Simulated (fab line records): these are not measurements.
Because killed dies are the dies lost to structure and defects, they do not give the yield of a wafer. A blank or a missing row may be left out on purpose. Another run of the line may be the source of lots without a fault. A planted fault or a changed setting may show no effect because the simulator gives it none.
Which tool did it? || flow gf180mcu || 21 wafers sampled from 7 lots at 1 step of a route of 602

## WHAT THE GAUGES READ, wafer by wafer
GF_SAB_CD_MEAS_09 targets a cd of 420 nm.
{"lot": "L377", "measured": "day 17 01:19", "on": "cd_sem-02", "cd_nm (nm)": "419.5 421.3 419.8"}
{"lot": "L379", "measured": "day 17 18:27", "on": "cd_sem-02", "cd_nm (nm)": "421.9 419.5 421.2"}
{"lot": "L380", "measured": "day 18 03:04", "on": "cd_sem-01", "cd_nm (nm)": "420.8 419.9 417.1"}
{"lot": "L382", "measured": "day 18 17:10", "on": "cd_sem-02", "cd_nm (nm)": "420.6 420.0 420.5"}
{"lot": "L389", "measured": "day 21 15:16", "on": "cd_sem-01", "cd_nm (nm)": "417.5 418.9 418.1"}
{"lot": "L391", "measured": "day 22 07:03", "on": "cd_sem-02", "cd_nm (nm)": "418.0 416.7 417.6"}
{"lot": "L394", "measured": "day 23 01:37", "on": "cd_sem-02", "cd_nm (nm)": "419.2 419.4 418.9"}

## EACH LOT AND THE TOOL THAT RAN IT (in order: tool; ch and the chambers of the sampled wafers; start)
No process step before these readings appears in the record.

## THE ANSWER, worked out from the rows above alone
Rule: usual is defined by the lots themselves. Put in order of their means at a reading, lots are off if they are a third of the lots or fewer, leave a main group of 4 or more, and stand apart from it by a gap of 3 or more times the standard deviation of the main group's means; of several such gaps the widest counts. The tables above print the reading to a certain number of digits; a main group whose means all agree to those digits is not used. Also off: a lot with no number at a reading for which 4 or more lots have one. The other lots that the step has rows for count as sound.
None of the lots is off at any reading shown; this tells nothing.

## WHAT HAD BEEN PUT IN BY THE SIMULATOR
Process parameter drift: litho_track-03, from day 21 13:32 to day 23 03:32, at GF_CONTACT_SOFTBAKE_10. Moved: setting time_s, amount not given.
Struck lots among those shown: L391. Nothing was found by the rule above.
